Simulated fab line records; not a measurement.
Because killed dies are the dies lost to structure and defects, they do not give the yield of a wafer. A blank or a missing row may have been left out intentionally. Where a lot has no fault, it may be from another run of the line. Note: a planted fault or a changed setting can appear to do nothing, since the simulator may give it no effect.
The tool behind it: which one? :: flow sky130 :: 13 lots with 39 wafers sampled at 4 steps, on a route of 708 steps

WHAT EACH GAUGE READ, for each wafer
SKY_FIELD_ISO_THK_MEAS_23.
lot: L853
measured: day 2 10:41
on: film-metro-04
FIELD_ISO_OXIDATION_01_THK (nm): 9.82 9.84 9.85

lot: L854
measured: day 2 15:35
on: film-metro-03
FIELD_ISO_OXIDATION_01_THK (nm): 9.90 9.81 10.04

lot: L856
measured: day 3 00:40
on: film-metro-03
FIELD_ISO_OXIDATION_01_THK (nm): 9.96 10.18 9.99

lot: L860
measured: day 3 22:20
on: film-metro-03
FIELD_ISO_OXIDATION_01_THK (nm): 9.94 9.89 9.85

lot: L861
measured: day 4 01:55
on: film-metro-04
FIELD_ISO_OXIDATION_01_THK (nm): 9.87 9.95 9.90

lot: L862
measured: day 4 05:57
on: film-metro-03
FIELD_ISO_OXIDATION_01_THK (nm): 9.76 9.76 9.87

lot: L863
measured: day 4 09:56
on: film-metro-03
FIELD_ISO_OXIDATION_01_THK (nm): 9.81 9.89 9.87

lot: L866
measured: day 5 04:13
on: film-metro-01
FIELD_ISO_OXIDATION_01_THK (nm): 10.01 10.02 10.00

lot: L867
measured: day 5 09:56
on: film-metro-01
FIELD_ISO_OXIDATION_01_THK (nm): 9.79 10.10 10.07

lot: L868
measured: day 5 14:02
on: film-metro-01
FIELD_ISO_OXIDATION_01_THK (nm): 10.14 10.13 10.23

lot: L869
measured: day 5 19:15
on: film-metro-01
FIELD_ISO_OXIDATION_01_THK (nm): 9.99 9.78 9.83

lot: L874
measured: day 6 23:56
on: film-metro-03
FIELD_ISO_OXIDATION_01_THK (nm): 9.71 9.95 9.99

lot: L875
measured: day 7 07:03
on: film-metro-03
FIELD_ISO_OXIDATION_01_THK (nm): 9.78 9.70 9.93

SKY_SONOS_ONO_OVL_MEAS_14.
lot: L853
measured: day 12 19:22
on: overlay-02
SONOS_ONO_OVL (nm): -0.4 -0.8 -1.0

lot: L854
measured: day 13 01:25
on: overlay-01
SONOS_ONO_OVL (nm): -0.7 -2.0 -0.3

lot: L856
measured: day 13 16:42
on: overlay-01
SONOS_ONO_OVL (nm): -1.8 -3.1 -2.3

lot: L860
measured: day 14 19:01
on: overlay-01
SONOS_ONO_OVL (nm): -1.3 1.4 -0.1

lot: L861
measured: day 15 16:19
on: overlay-02
SONOS_ONO_OVL (nm): 1.4 0.1 0.8

lot: L862
measured: day 15 21:03
on: overlay-01
SONOS_ONO_OVL (nm): -0.7 -0.8 -1.1

lot: L863
measured: day 15 22:10
on: overlay-01
SONOS_ONO_OVL (nm): 1.3 2.3 0.3

lot: L866
measured: day 17 01:16
on: overlay-02
SONOS_ONO_OVL (nm): -0.4 -0.2 1.3

lot: L867
measured: day 17 08:33
on: overlay-01
SONOS_ONO_OVL (nm): 0.0 -0.7 0.4

lot: L868
measured: day 17 10:16
on: overlay-01
SONOS_ONO_OVL (nm): -1.1 0.2 0.3

lot: L869
measured: day 18 08:40
on: overlay-02
SONOS_ONO_OVL (nm): -2.2 0.5 0.8

lot: L874
measured: day 20 14:09
on: overlay-01
SONOS_ONO_OVL (nm): -0.5 0.4 -0.1

lot: L875
measured: day 20 20:04
on: overlay-01
SONOS_ONO_OVL (nm): -0.4 -1.2 -0.8

SKY_SD_N_CD_MEAS_07: the cd target is 380 nm.
lot: L853
measured: day 27 21:54
on: cd-sem-01
cd-nm (nm): 378.1 379.2 380.0

lot: L854
measured: day 28 08:08
on: cd-sem-02
cd-nm (nm): 375.1 374.5 374.9

lot: L856
measured: day 29 00:50
on: cd-sem-02
cd-nm (nm): 380.7 380.0 381.3

lot: L860
measured: day 30 08:34
on: cd-sem-02
cd-nm (nm): 379.1 380.6 380.6

lot: L861
measured: day 31 04:58
on: cd-sem-02
cd-nm (nm): 381.1 378.4 383.1

lot: L862
measured: day 31 08:56
on: cd-sem-02
cd-nm (nm): 377.9 376.9 379.1

lot: L863
measured: day 31 07:25
on: cd-sem-01
cd-nm (nm): 378.8 379.4 378.6

lot: L866
measured: day 32 10:28
on: cd-sem-02
cd-nm (nm): 379.5 377.6 383.1

lot: L867
measured: day 32 17:23
on: cd-sem-01
cd-nm (nm): 378.3 376.5 378.4

lot: L868
measured: day 32 19:36
on: cd-sem-02
cd-nm (nm): 375.2 375.9 374.9

lot: L869
measured: day 33 13:59
on: cd-sem-02
cd-nm (nm): 382.6 380.0 382.0

lot: L874
measured: day 35 09:44
on: cd-sem-01
cd-nm (nm): 377.5 377.9 376.1

lot: L875
measured: day 35 16:36
on: cd-sem-02
cd-nm (nm): 379.5 378.0 378.7

WHICH TOOL RAN EACH LOT (tool, then ch and the chambers of the sampled wafers, then the start)
lot: L853
SKY_POLY_GATE_STRIP_18: plasma-asher-01 ch 0,1, day 16 10:31

lot: L854
SKY_POLY_GATE_STRIP_18: plasma-asher-01 ch 0,1, day 16 17:46

lot: L856
SKY_POLY_GATE_STRIP_18: plasma-asher-04 ch 0,1, day 17 12:04

lot: L860
SKY_POLY_GATE_STRIP_18: plasma-asher-04 ch 0,1, day 18 20:50

lot: L861
SKY_POLY_GATE_STRIP_18: plasma-asher-03 ch 0,1, day 19 21:37

lot: L862
SKY_POLY_GATE_STRIP_18: plasma-asher-04 ch 0,1, day 20 03:13

lot: L863
SKY_POLY_GATE_STRIP_18: plasma-asher-03 ch 0,1, day 19 23:31

lot: L866
SKY_POLY_GATE_STRIP_18: plasma-asher-04 ch 0,1, day 21 06:47

lot: L867
SKY_POLY_GATE_STRIP_18: plasma-asher-04 ch 0,1, day 21 12:55

lot: L868
SKY_POLY_GATE_STRIP_18: plasma-asher-04 ch 0,1, day 21 15:58

lot: L869
SKY_POLY_GATE_STRIP_18: plasma-asher-04 ch 0,1, day 22 12:37

lot: L874
SKY_POLY_GATE_STRIP_18: plasma-asher-03 ch 0,1, day 24 15:13

lot: L875
SKY_POLY_GATE_STRIP_18: plasma-asher-04 ch 0,1, day 24 22:13
- SKY_POLY_GATE_STRIP_18: strips in O2/N2.

AS READ BY THE TOOLS THEMSELVES (means over the sampled wafers that have a number; for cases with no such wafer, the mark the record gives instead)
SKY_POLY_GATE_STRIP_18.
lot: L853
tool: plasma-asher-01
chamber-pressure-mTorr (mTorr): 1500.4
drypump-motor-current-A (A): 5.68
oes-product-au (a.u.): 0.363
strip-time-to-endpoint-s (s): 3.189

lot: L854
tool: plasma-asher-01
chamber-pressure-mTorr (mTorr): 1499.8
drypump-motor-current-A (A): 5.77
oes-product-au (a.u.): 0.360
strip-time-to-endpoint-s (s): 3.181

lot: L856
tool: plasma-asher-04
chamber-pressure-mTorr (mTorr): 1500.8
drypump-motor-current-A (A): 5.92
oes-product-au (a.u.): 0.357
strip-time-to-endpoint-s (s): 3.143

lot: L860
tool: plasma-asher-04
chamber-pressure-mTorr (mTorr): -
drypump-motor-current-A (A): -
oes-product-au (a.u.): -
strip-time-to-endpoint-s (s): -

lot: L861
tool: plasma-asher-03
chamber-pressure-mTorr (mTorr): -
drypump-motor-current-A (A): -
oes-product-au (a.u.): -
strip-time-to-endpoint-s (s): -

lot: L862
tool: plasma-asher-04
chamber-pressure-mTorr (mTorr): 1499.9
drypump-motor-current-A (A): 5.92
oes-product-au (a.u.): 0.362
strip-time-to-endpoint-s (s): 3.169

lot: L863
tool: plasma-asher-03
chamber-pressure-mTorr (mTorr): -
drypump-motor-current-A (A): -
oes-product-au (a.u.): -
strip-time-to-endpoint-s (s): -

lot: L866
tool: plasma-asher-04
chamber-pressure-mTorr (mTorr): 1498.8
drypump-motor-current-A (A): 5.92
oes-product-au (a.u.): 0.361
strip-time-to-endpoint-s (s): 3.141

lot: L867
tool: plasma-asher-04
chamber-pressure-mTorr (mTorr): 1500.5
drypump-motor-current-A (A): 5.74
oes-product-au (a.u.): 0.360
strip-time-to-endpoint-s (s): 3.148

lot: L868
tool: plasma-asher-04
chamber-pressure-mTorr (mTorr): 1502.0
drypump-motor-current-A (A): 5.74
oes-product-au (a.u.): 0.364
strip-time-to-endpoint-s (s): 3.129

lot: L869
tool: plasma-asher-04
chamber-pressure-mTorr (mTorr): 1499.3
drypump-motor-current-A (A): 5.93
oes-product-au (a.u.): 0.359
strip-time-to-endpoint-s (s): 3.174

lot: L874
tool: plasma-asher-03
chamber-pressure-mTorr (mTorr): 1499.6
drypump-motor-current-A (A): 5.65
oes-product-au (a.u.): 0.363
strip-time-to-endpoint-s (s): 3.166

lot: L875
tool: plasma-asher-04
chamber-pressure-mTorr (mTorr): 1499.5
drypump-motor-current-A (A): 5.75
oes-product-au (a.u.): 0.359
strip-time-to-endpoint-s (s): 3.159

THE ANSWER, worked out from the rows above alone
Rule: usual is defined by the lots themselves. Put in order of their means at a reading, lots are off if they are a third of the lots or fewer, leave a main group of 4 or more, and stand apart from it by a gap of 3 or more times the standard deviation of the main group's means; of several such gaps the widest counts. A main group is skipped when, at the precision printed for the reading in the tables above, its means are all equal. Also off: a lot with no number at a reading for which 4 or more lots have one. The other lots that the step has rows for count as sound. After the gauges, taken in route order, come the tools' own readings; for these a lot's mean is taken, as printed above. At the first step where some lot is off, the reading lying furthest off is the one used; lots without a number count as furthest.
Off, at SKY_POLY_GATE_STRIP_18 on chamber-pressure-mTorr: L860, L861, L863. Without a number there: L860, L861, L863. Mean 1500.1 mTorr and standard deviation 0.86 in the main group.
If a tool, at that step or one of the process steps before it, ran each lot that is off and ran no sound lot following the first of them, it fits. Not one of the candidates tried fits.

WHAT THE SIMULATOR HAD INSERTED
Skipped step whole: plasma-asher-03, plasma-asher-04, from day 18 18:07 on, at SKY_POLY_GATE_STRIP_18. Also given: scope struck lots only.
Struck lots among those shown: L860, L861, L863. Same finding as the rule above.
